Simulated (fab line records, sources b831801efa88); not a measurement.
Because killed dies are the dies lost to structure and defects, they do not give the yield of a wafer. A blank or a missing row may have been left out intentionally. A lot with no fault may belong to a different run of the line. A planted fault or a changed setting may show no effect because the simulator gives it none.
Which tool did it? ; flow sky130 ; Sampling: 11 lots, 32 wafers, 6 of 708 route steps

== WHAT THE GAUGES SHOWED, per wafer ==
SKY_VIA1_BOW_MEAS_03. Usual: VIA1_BOW gives 81 um (standard deviation 7.1).
lot;measured;on;VIA1_BOW (um);flag
L805;day 33 20:25;filmMetro-04;69 83 73;
L804;day 33 21:55;filmMetro-04;80 83 81;
L808;day 34 12:29;filmMetro-04;65 81 83;
L810;day 35 03:46;filmMetro-03;72 83;
L814;day 36 14:51;filmMetro-04;77 93 84;
L817;day 37 05:10;filmMetro-03;87 92 75;
L820;day 37 23:23;filmMetro-03;70 71 80;
L821;day 38 15:02;filmMetro-01;80 81 87;
L822;day 38 15:20;filmMetro-01;79 83 81;
L823;day 39 02:20;filmMetro-03;92 72 89;
L825;day 39 12:52;filmMetro-04;83 76 80;

SKY_METAL2_RS_MEAS_05: the measuring method here is four-point-probe. Usual: METAL2_ALCU_RS gives 0.1266 ohm/sq (standard deviation 0.0016).
lot;measured;on;METAL2_ALCU_RS (ohm/sq);flag
L805;day 35 00:52;filmMetro-02;0.1267 0.1277 0.1267;
L804;day 35 02:19;filmMetro-03;0.1231 0.1243 0.1254;
L808;day 35 17:06;filmMetro-03;0.1263 0.1242 0.1246;
L810;day 36 07:59;filmMetro-02;0.1389 0.1267;OFF
L814;day 37 18:22;filmMetro-02;0.1267 0.1255 0.1239;
L817;day 38 07:55;filmMetro-03;0.1241 0.1250 0.1271;
L820;day 39 02:10;filmMetro-02;0.1235 0.1229 0.1248;
L821;day 39 17:29;filmMetro-02;0.1234 0.1258 0.1263;
L822;day 39 18:23;filmMetro-02;0.1267 0.1287 0.1281;
L823;day 40 05:44;filmMetro-04;0.1267 0.1254 0.1277;
L825;day 40 14:46;filmMetro-02;0.1269 0.1268 0.1284;

SKY_METAL2_THK_MEAS_06: measures by xrf. Usual: METAL2_ALCU_THK gives 249 nm (standard deviation 3.4).
lot;measured;on;METAL2_ALCU_THK (nm);flag
L805;day 35 00:59;filmMetro-02;249 250 248;
L804;day 35 02:26;filmMetro-03;255 254 249;
L808;day 35 17:12;filmMetro-03;250 253 255;
L810;day 36 08:05;filmMetro-02;227 247;OFF
L814;day 37 18:29;filmMetro-02;250 252 256;
L817;day 38 08:02;filmMetro-03;253 250 249;
L820;day 39 02:17;filmMetro-02;256 255 251;
L821;day 39 17:36;filmMetro-02;255 250 249;
L822;day 39 18:30;filmMetro-02;248 244 246;
L823;day 40 05:51;filmMetro-04;248 251 246;
L825;day 40 14:51;filmMetro-02;248 247 247;

== TOOL THAT RAN EACH LOT (tool first, then ch and the chambers of the sampled wafers, then the start) ==
lot;SKY_VIA1_ETCH_15;SKY_METAL2_SPUTTER_00;SKY_METAL2_SPUTTER_02
L805;rieDiel-02 ch 0,2,3, day 34 23:28;pvdSputter-03, day 35 00:44;pvdSputter-03, day 35 00:47
L804;rieDiel-04 ch 0,2,3, day 35 00:53;pvdSputter-04, day 35 02:10;pvdSputter-04, day 35 02:13
L808;rieDiel-02 ch 1,2, day 35 15:38;pvdSputter-01, day 35 16:55;pvdSputter-01, day 35 16:58
L810;rieDiel-02 ch 2,3, day 36 06:17;pvdSputter-01, day 36 07:49;pvdSputter-01, day 36 07:52
L814;rieDiel-04 ch 0,1,3, day 37 16:58;pvdSputter-04, day 37 18:14;pvdSputter-04, day 37 18:17
L817;rieDiel-02 ch 0,1,3, day 38 06:29;pvdSputter-04, day 38 07:46;pvdSputter-04, day 38 07:49
L820;rieDiel-04 ch 0,1, day 39 00:38;pvdSputter-04, day 39 02:01;pvdSputter-04, day 39 02:03
L821;rieDiel-04 ch 0,1, day 39 16:04;pvdSputter-04, day 39 17:20;pvdSputter-04, day 39 17:23
L822;rieDiel-02 ch 2,3, day 39 16:47;pvdSputter-03, day 39 18:14;pvdSputter-03, day 39 18:17
L823;rieDiel-03 ch 0,1,3, day 40 04:19;pvdSputter-04, day 40 05:35;pvdSputter-04, day 40 05:38
L825;rieDiel-02 ch 0,1,2, day 40 13:19;pvdSputter-03, day 40 14:34;pvdSputter-03, day 40 14:37
- SKY_VIA1_ETCH_15: etches SiO2 in C4F8/O2/Ar, stops on TiN, target depth 351 nm, time 54 s.
- SKY_METAL2_SPUTTER_00: material Ti, target thk 15 nm, time 10 s.
- SKY_METAL2_SPUTTER_02: material AlCu, target thk 250 nm, time 13.3 s.

== AS READ BY THE TOOLS THEMSELVES (means over the sampled wafers that have a number; for cases with no such wafer, the mark the record gives instead) ==
SKY_VIA1_ETCH_15. Usual: oesProductAu at 0.981 a.u., with a standard deviation of 0.0063.
lot;tool;oesProductAu (a.u.);flag
L805;rieDiel-02;0.983;
L804;rieDiel-04;0.984;
L808;rieDiel-02;0.987;
L810;rieDiel-02;0.973;
L814;rieDiel-04;0.983;
L817;rieDiel-02;0.977;
L820;rieDiel-04;0.983;
L821;rieDiel-04;0.977;
L822;rieDiel-02;0.985;
L823;rieDiel-03;0.981;
L825;rieDiel-02;0.984;

SKY_METAL2_SPUTTER_00. Usual: chamberPressurePa 0.3999 Pa, standard deviation 0.00074; throttleValvePct 30.2 %, standard deviation 1.2.
lot;tool;chamberPressurePa (Pa);throttleValvePct (%);flag
L805;pvdSputter-03;0.3997;30.8;
L804;pvdSputter-04;0.4002;30.1;
L808;pvdSputter-01;0.3999;30.3;
L810;pvdSputter-01;0.3997;29.3;
L814;pvdSputter-04;0.4009;30.2;
L817;pvdSputter-04;0.4008;30.0;
L820;pvdSputter-04;0.3995;30.5;
L821;pvdSputter-04;0.4000;30.1;
L822;pvdSputter-03;0.3994;29.6;
L823;pvdSputter-04;0.3997;30.3;
L825;pvdSputter-03;0.3989;31.7;

SKY_METAL2_SPUTTER_02. Usual: chamberPressurePa 0.4000 Pa, standard deviation 0.00086; throttleValvePct 30.2 %, standard deviation 1.2.
lot;tool;chamberPressurePa (Pa);throttleValvePct (%);flag
L805;pvdSputter-03;0.4001;30.6;
L804;pvdSputter-04;0.4000;30.0;
L808;pvdSputter-01;0.4004;30.2;
L810;pvdSputter-01;0.4005;29.4;
L814;pvdSputter-04;0.3999;29.9;
L817;pvdSputter-04;0.4002;30.0;
L820;pvdSputter-04;0.3999;30.7;
L821;pvdSputter-04;0.3993;29.9;
L822;pvdSputter-03;0.4006;29.8;
L823;pvdSputter-04;0.3997;30.3;
L825;pvdSputter-03;0.4012;31.8;

== THE ANSWER, worked out from the rows above alone ==
Rule: take the mean of a lot's wafers that have a number; if it is more than 3 standard deviations from the usual mean, the lot is off. Also off: a lot with no number at a reading for which 4 or more lots have one. Any other lot the step has rows for is counted as sound. The gauges are gone through in route order, then the tools' own readings, and for those a lot's mean is taken as printed above. The first step at which some lot is off is used, and at that step the reading that is off furthest; a lot without a number counts as furthest.
Off: L810, seen at SKY_METAL2_RS_MEAS_05 (METAL2_ALCU_RS).
A tool fits if, at a process step before that reading, it ran every lot that is off, and no sound lot after the first of them. The gauges at SKY_METAL2_RS_MEAS_05 are tried like those tools. One fits: pvdSputter-01 at SKY_METAL2_SPUTTER_00 and SKY_METAL2_SPUTTER_02. At SKY_METAL2_SPUTTER_00 its last sound lot is L808 (day 35 16:55), its first lot that is off L810 (day 36 07:49): a fault that began between those two fits.

== WHAT THE SIMULATOR PUT IN ==
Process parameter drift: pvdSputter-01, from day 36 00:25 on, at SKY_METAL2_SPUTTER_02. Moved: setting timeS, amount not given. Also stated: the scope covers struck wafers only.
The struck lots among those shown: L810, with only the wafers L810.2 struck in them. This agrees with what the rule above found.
